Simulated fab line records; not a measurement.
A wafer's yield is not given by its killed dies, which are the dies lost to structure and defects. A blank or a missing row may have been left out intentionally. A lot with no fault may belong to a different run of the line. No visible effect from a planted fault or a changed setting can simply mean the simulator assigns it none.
Which of the tools did it? + flow sky130 + 72 wafers from 24 lots sampled at 5 of the route's 708 steps

WHAT THE GAUGES READ, wafer by wafer
SKY_CAP2M_RS_MEAS_03: measurement is done with a four-point probe.
| lot  | measured     | on            | CAP2M_TIN_RS (ohm/sq) |
|------|--------------|---------------|-----------------------|
| L075 | day 40 00:53 | film_metro-01 | 6.74 6.74 6.79        |
| L074 | day 40 01:49 | film_metro-01 | 6.83 6.78 6.87        |
| L077 | day 40 13:58 | film_metro-01 | 7.13 7.00 6.94        |
| L076 | day 40 15:44 | film_metro-03 | 7.08 7.03 6.95        |
| L078 | day 40 22:01 | film_metro-01 | 6.89 7.06 7.03        |
| L079 | day 41 14:22 | film_metro-03 | 6.90 7.02 6.96        |
| L081 | day 41 18:22 | film_metro-03 | 6.98 6.94 6.87        |
| L080 | day 41 22:37 | film_metro-04 | 6.87 6.88 6.83        |
| L082 | day 42 03:00 | film_metro-03 | 6.90 6.91 7.01        |
| L083 | day 42 11:17 | film_metro-04 | 6.96 6.83 6.99        |
| L084 | day 42 17:41 | film_metro-01 | 6.97 6.95 6.96        |
| L085 | day 42 18:30 | film_metro-04 | 6.87 6.86 6.88        |
| L086 | day 43 08:20 | film_metro-03 | 7.00 6.96 6.87        |
| L087 | day 43 16:35 | film_metro-03 | 6.84 6.80 6.86        |
| L088 | day 44 02:02 | film_metro-01 | 6.99 6.90 6.93        |
| L089 | day 44 03:32 | film_metro-04 | 6.88 6.96 7.03        |
| L090 | day 44 11:59 | film_metro-01 | 6.86 6.88 6.87        |
| L091 | day 44 15:29 | film_metro-03 | 6.90 6.84 6.98        |
| L092 | day 44 16:29 | film_metro-04 | 6.79 6.80 6.79        |
| L093 | day 45 00:32 | film_metro-03 | 7.02 7.03 7.03        |
| L094 | day 45 02:47 | film_metro-03 | 6.96 6.90 6.80        |
| L095 | day 45 06:35 | film_metro-01 | 6.83 6.95 6.96        |
| L096 | day 45 13:07 | film_metro-03 | 7.04 6.92 6.97        |
| L097 | day 45 22:14 | film_metro-01 | 6.89 6.91 6.78        |

EACH LOT AND THE TOOL THAT RAN IT (in order: tool; ch and the chambers of the sampled wafers; start)
| lot  | SKY_METAL1_METAL_ETCH_19          | SKY_METAL2_DESCUM_17              | SKY_VIA2_SPUTTER_20          | SKY_VIA3_CVD_21               |
|------|-----------------------------------|-----------------------------------|------------------------------|-------------------------------|
| L075 | rie_metal-03 ch 0,1, day 33 05:59 | rie_metal-01 ch 0,1, day 35 13:14 | pvd_sputter-03, day 36 16:55 | cvd_w-02 ch 0,1, day 39 23:55 |
| L074 | rie_metal-04 ch 0, day 33 08:04   | rie_metal-02 ch 0, day 35 14:34   | pvd_sputter-03, day 36 18:10 | cvd_w-01 ch 0,1, day 40 00:52 |
| L077 | rie_metal-03 ch 0,1, day 33 19:55 | rie_metal-02 ch 0, day 36 03:17   | pvd_sputter-02, day 37 07:27 | cvd_w-01 ch 0,1, day 40 12:53 |
| L076 | rie_metal-04 ch 0, day 33 21:13   | rie_metal-03 ch 0,1, day 36 04:16 | pvd_sputter-04, day 37 07:44 | cvd_w-01 ch 0,1, day 40 14:47 |
| L078 | rie_metal-04 ch 0,1, day 34 03:31 | rie_metal-01 ch 0,1, day 36 10:49 | pvd_sputter-02, day 37 15:06 | cvd_w-01 ch 0,1, day 40 21:02 |
| L079 | rie_metal-03 ch 0,1, day 34 20:55 | rie_metal-03 ch 0,1, day 37 03:10 | pvd_sputter-02, day 38 07:31 | cvd_w-02 ch 0,1, day 41 13:24 |
| L081 | rie_metal-01 ch 0,1, day 35 02:19 | rie_metal-02 ch 0, day 37 08:59   | pvd_sputter-02, day 38 12:56 | cvd_w-01 ch 0,1, day 41 17:23 |
| L080 | rie_metal-04 ch 0,1, day 35 06:41 | rie_metal-01 ch 0,1, day 37 12:17 | pvd_sputter-04, day 38 15:37 | cvd_w-01 ch 0,1, day 41 21:41 |
| L082 | rie_metal-03 ch 0,1, day 35 11:17 | rie_metal-01 ch 0,1, day 37 18:26 | pvd_sputter-02, day 38 21:25 | cvd_w-01 ch 0,1, day 42 02:04 |
| L083 | rie_metal-03 ch 0,1, day 35 20:25 | rie_metal-03 ch 0,1, day 38 03:01 | pvd_sputter-04, day 39 05:59 | cvd_w-01 ch 0,1, day 42 10:20 |
| L084 | rie_metal-03 ch 0,1, day 36 02:52 | rie_metal-02 ch 0,1, day 38 08:58 | pvd_sputter-03, day 39 12:16 | cvd_w-01 ch 1, day 42 16:44   |
| L085 | rie_metal-04 ch 0,1, day 36 06:20 | rie_metal-01 ch 0,1, day 38 11:55 | pvd_sputter-03, day 39 13:50 | cvd_w-01 ch 0,1, day 42 17:25 |
| L086 | rie_metal-03 ch 0, day 36 17:56   | rie_metal-01 ch 0,1, day 39 00:19 | pvd_sputter-03, day 40 03:13 | cvd_w-02 ch 0, day 43 07:22   |
| L087 | rie_metal-04 ch 0,1, day 37 02:52 | rie_metal-03 ch 0,1, day 39 07:59 | pvd_sputter-02, day 40 11:18 | cvd_w-01 ch 0,1, day 43 15:31 |
| L088 | rie_metal-01 ch 0,1, day 37 15:07 | rie_metal-01 ch 0,1, day 39 19:31 | pvd_sputter-03, day 40 22:23 | cvd_w-02 ch 1, day 44 01:05   |
| L089 | rie_metal-03 ch 0, day 37 17:01   | rie_metal-02 ch 0,1, day 39 21:05 | pvd_sputter-02, day 41 00:22 | cvd_w-01 ch 0, day 44 02:35   |
| L090 | rie_metal-03 ch 0, day 37 23:16   | rie_metal-02 ch 0,1, day 40 04:35 | pvd_sputter-03, day 41 07:32 | cvd_w-02 ch 0,1, day 44 10:37 |
| L091 | rie_metal-01 ch 0,1, day 38 05:17 | rie_metal-03 ch 0,1, day 40 08:56 | pvd_sputter-03, day 41 11:22 | cvd_w-01 ch 0,1, day 44 14:31 |
| L092 | rie_metal-03 ch 0,1, day 38 05:38 | rie_metal-03 ch 0,1, day 40 09:55 | pvd_sputter-04, day 41 13:01 | cvd_w-01 ch 0,1, day 44 15:32 |
| L093 | rie_metal-04 ch 1, day 38 14:37   | rie_metal-02 ch 0, day 40 19:56   | pvd_sputter-03, day 41 22:16 | cvd_w-02 ch 0,1, day 44 23:35 |
| L094 | rie_metal-01 ch 0,1, day 38 19:21 | rie_metal-02 ch 0,1, day 40 22:26 | pvd_sputter-03, day 42 00:05 | cvd_w-02 ch 0,1, day 45 01:49 |
| L095 | rie_metal-03 ch 0,1, day 38 22:42 | rie_metal-01 ch 0,1, day 41 03:02 | pvd_sputter-03, day 42 04:58 | cvd_w-02 ch 0,1, day 45 05:37 |
| L096 | rie_metal-04 ch 0,1, day 39 05:16 | rie_metal-01 ch 0,1, day 41 08:59 | pvd_sputter-02, day 42 10:53 | cvd_w-01 ch 0,1, day 45 12:09 |
| L097 | rie_metal-03 ch 0,1, day 39 15:55 | rie_metal-03 ch 0,1, day 41 19:54 | pvd_sputter-03, day 42 21:57 | cvd_w-02 ch 0,1, day 45 21:17 |
- SKY_METAL1_METAL_ETCH_19: etches the open film in Cl2/BCl3, stops on SiO2, target depth 360 nm, time 78 s.
- SKY_METAL2_DESCUM_17: chemistry O2, time 8 s.
- SKY_VIA2_SPUTTER_20: material TiN, target thk 20 nm, time 80 s.
- SKY_VIA3_CVD_21: deposits W, target thk 390 nm, time 117.31 s.

AS READ BY THE TOOLS THEMSELVES (means over the sampled wafers that have a number; for cases with no such wafer, the mark the record gives instead)
SKY_METAL1_METAL_ETCH_19.
| lot  | tool         | drypump_motor_current_A (A) | oes_product_au (a.u.) | rf_fwd_power_W (W) | throttle_valve_pct (%) |
|------|--------------|-----------------------------|-----------------------|--------------------|------------------------|
| L075 | rie_metal-03 | 5.3                         | 0.865                 | 892.6              | 22.267                 |
| L074 | rie_metal-04 | 4.8                         | 0.852                 | 889.5              | 22.259                 |
| L077 | rie_metal-03 | 5.3                         | 0.858                 | 889.3              | 22.267                 |
| L076 | rie_metal-04 | 4.8                         | 0.850                 | 890.9              | 22.263                 |
| L078 | rie_metal-04 | 5.9                         | 0.858                 | 890.4              | 22.260                 |
| L079 | rie_metal-03 | 5.4                         | 0.853                 | 890.8              | 22.264                 |
| L081 | rie_metal-01 | 5.8                         | 0.850                 | 892.7              | 22.265                 |
| L080 | rie_metal-04 | 5.3                         | 0.853                 | 892.4              | 22.265                 |
| L082 | rie_metal-03 | 5.3                         | 0.852                 | 892.2              | 22.264                 |
| L083 | rie_metal-03 | 5.3                         | 0.850                 | 888.4              | 22.259                 |
| L084 | rie_metal-03 | 5.2                         | 0.857                 | 892.2              | 22.257                 |
| L085 | rie_metal-04 | 5.9                         | 0.847                 | 891.4              | 22.265                 |
| L086 | rie_metal-03 | 5.6                         | 0.853                 | 894.0              | 22.268                 |
| L087 | rie_metal-04 | 5.9                         | 0.856                 | 894.8              | 22.262                 |
| L088 | rie_metal-01 | 5.8                         | 0.861                 | 894.5              | 22.257                 |
| L089 | rie_metal-03 | 5.6                         | 0.851                 | 891.2              | 22.268                 |
| L090 | rie_metal-03 | 5.6                         | 0.857                 | 893.5              | 22.268                 |
| L091 | rie_metal-01 | 5.8                         | 0.858                 | 892.8              | 22.261                 |
| L092 | rie_metal-03 | 5.4                         | 0.854                 | 889.9              | 22.274                 |
| L093 | rie_metal-04 | 6.4                         | 0.847                 | 891.9              | 22.256                 |
| L094 | rie_metal-01 | 5.8                         | 0.862                 | 896.4              | 22.256                 |
| L095 | rie_metal-03 | 5.4                         | 0.858                 | 893.9              | 22.261                 |
| L096 | rie_metal-04 | 5.3                         | 0.861                 | 889.1              | 22.269                 |
| L097 | rie_metal-03 | 5.4                         | 0.857                 | 887.8              | 22.262                 |

SKY_METAL2_DESCUM_17.
| lot  | tool         | drypump_motor_current_A (A) | oes_product_au (a.u.) | rf_fwd_power_W (W) |
|------|--------------|-----------------------------|-----------------------|--------------------|
| L075 | rie_metal-01 | 5.8                         | 0.994                 | 146.4              |
| L074 | rie_metal-02 | 6.7                         | 0.997                 | 148.5              |
| L077 | rie_metal-02 | 6.7                         | 0.997                 | 148.3              |
| L076 | rie_metal-03 | 5.4                         | 1.004                 | 146.0              |
| L078 | rie_metal-01 | 5.8                         | 1.004                 | 146.7              |
| L079 | rie_metal-03 | 5.4                         | 1.000                 | 146.5              |
| L081 | rie_metal-02 | 6.7                         | 0.988                 | 147.3              |
| L080 | rie_metal-01 | 5.8                         | 0.995                 | 146.0              |
| L082 | rie_metal-01 | 5.8                         | 0.992                 | 146.8              |
| L083 | rie_metal-03 | 5.3                         | 0.998                 | 146.2              |
| L084 | rie_metal-02 | 6.1                         | 0.988                 | 148.2              |
| L085 | rie_metal-01 | 5.8                         | 0.993                 | 146.0              |
| L086 | rie_metal-01 | 5.7                         | 0.997                 | 146.4              |
| L087 | rie_metal-03 | 5.3                         | 1.021                 | 146.3              |
| L088 | rie_metal-01 | 5.8                         | 1.001                 | 146.1              |
| L089 | rie_metal-02 | 6.0                         | 0.996                 | 148.2              |
| L090 | rie_metal-02 | 6.4                         | 0.996                 | 148.1              |
| L091 | rie_metal-03 | 5.4                         | 1.003                 | 146.2              |
| L092 | rie_metal-03 | 5.4                         | 1.007                 | 146.2              |
| L093 | rie_metal-02 | 6.7                         | 0.996                 | 148.4              |
| L094 | rie_metal-02 | 6.4                         | 0.995                 | 148.3              |
| L095 | rie_metal-01 | 5.8                         | 0.996                 | 145.9              |
| L096 | rie_metal-01 | 5.8                         | 0.992                 | 146.1              |
| L097 | rie_metal-03 | 5.3                         | 1.009                 | 146.6              |

SKY_VIA2_SPUTTER_20.
| lot  | tool           | throttle_valve_pct (%) |
|------|----------------|------------------------|
| L075 | pvd_sputter-03 | 30.3                   |
| L074 | pvd_sputter-03 | 30.4                   |
| L077 | pvd_sputter-02 | 30.3                   |
| L076 | pvd_sputter-04 | 30.9                   |
| L078 | pvd_sputter-02 | 29.6                   |
| L079 | pvd_sputter-02 | 29.1                   |
| L081 | pvd_sputter-02 | 28.9                   |
| L080 | pvd_sputter-04 | 30.6                   |
| L082 | pvd_sputter-02 | 30.2                   |
| L083 | pvd_sputter-04 | 31.0                   |
| L084 | pvd_sputter-03 | 29.5                   |
| L085 | pvd_sputter-03 | 30.1                   |
| L086 | pvd_sputter-03 | 30.4                   |
| L087 | pvd_sputter-02 | 29.2                   |
| L088 | pvd_sputter-03 | 29.6                   |
| L089 | pvd_sputter-02 | 29.8                   |
| L090 | pvd_sputter-03 | 29.2                   |
| L091 | pvd_sputter-03 | 29.8                   |
| L092 | pvd_sputter-04 | 31.0                   |
| L093 | pvd_sputter-03 | 31.1                   |
| L094 | pvd_sputter-03 | 29.4                   |
| L095 | pvd_sputter-03 | 30.2                   |
| L096 | pvd_sputter-02 | 29.1                   |
| L097 | pvd_sputter-03 | 30.7                   |

SKY_VIA3_CVD_21.
| lot  | tool     | heater_power_w (W) |
|------|----------|--------------------|
| L075 | cvd_w-02 | 855                |
| L074 | cvd_w-01 | 890                |
| L077 | cvd_w-01 | 873                |
| L076 | cvd_w-01 | 890                |
| L078 | cvd_w-01 | 889                |
| L079 | cvd_w-02 | 856                |
| L081 | cvd_w-01 | 894                |
| L080 | cvd_w-01 | 891                |
| L082 | cvd_w-01 | 885                |
| L083 | cvd_w-01 | 900                |
| L084 | cvd_w-01 | 909                |
| L085 | cvd_w-01 | 899                |
| L086 | cvd_w-02 | 917                |
| L087 | cvd_w-01 | 897                |
| L088 | cvd_w-02 | 753                |
| L089 | cvd_w-01 | 894                |
| L090 | cvd_w-02 | 801                |
| L091 | cvd_w-01 | 890                |
| L092 | cvd_w-01 | 898                |
| L093 | cvd_w-02 | 800                |
| L094 | cvd_w-02 | 800                |
| L095 | cvd_w-02 | 849                |
| L096 | cvd_w-01 | 892                |
| L097 | cvd_w-02 | 861                |

THE ANSWER, worked out from the rows above alone
Rule: the usual values come from the lots themselves. Put in order of their means at a reading, lots are off if they are a third of the lots or fewer, leave a main group of 4 or more, and stand apart from it by a gap of 3 or more times the standard deviation of the main group's means; of several such gaps the widest counts. Not used: any main group whose means are identical at the precision the tables above print for the reading. Also off: a lot with no number at a reading for which 4 or more lots have one. Where the step has rows for the other lots, those lots are counted as sound. The gauges are gone through in route order, then the tools' own readings, and for those a lot's mean is taken as printed above. At the first step where some lot is off, the reading lying furthest off is the one used; lots without a number count as furthest.
Nothing can be told from this: no lot is off at any reading shown.

WHAT THE SIMULATOR PUT IN
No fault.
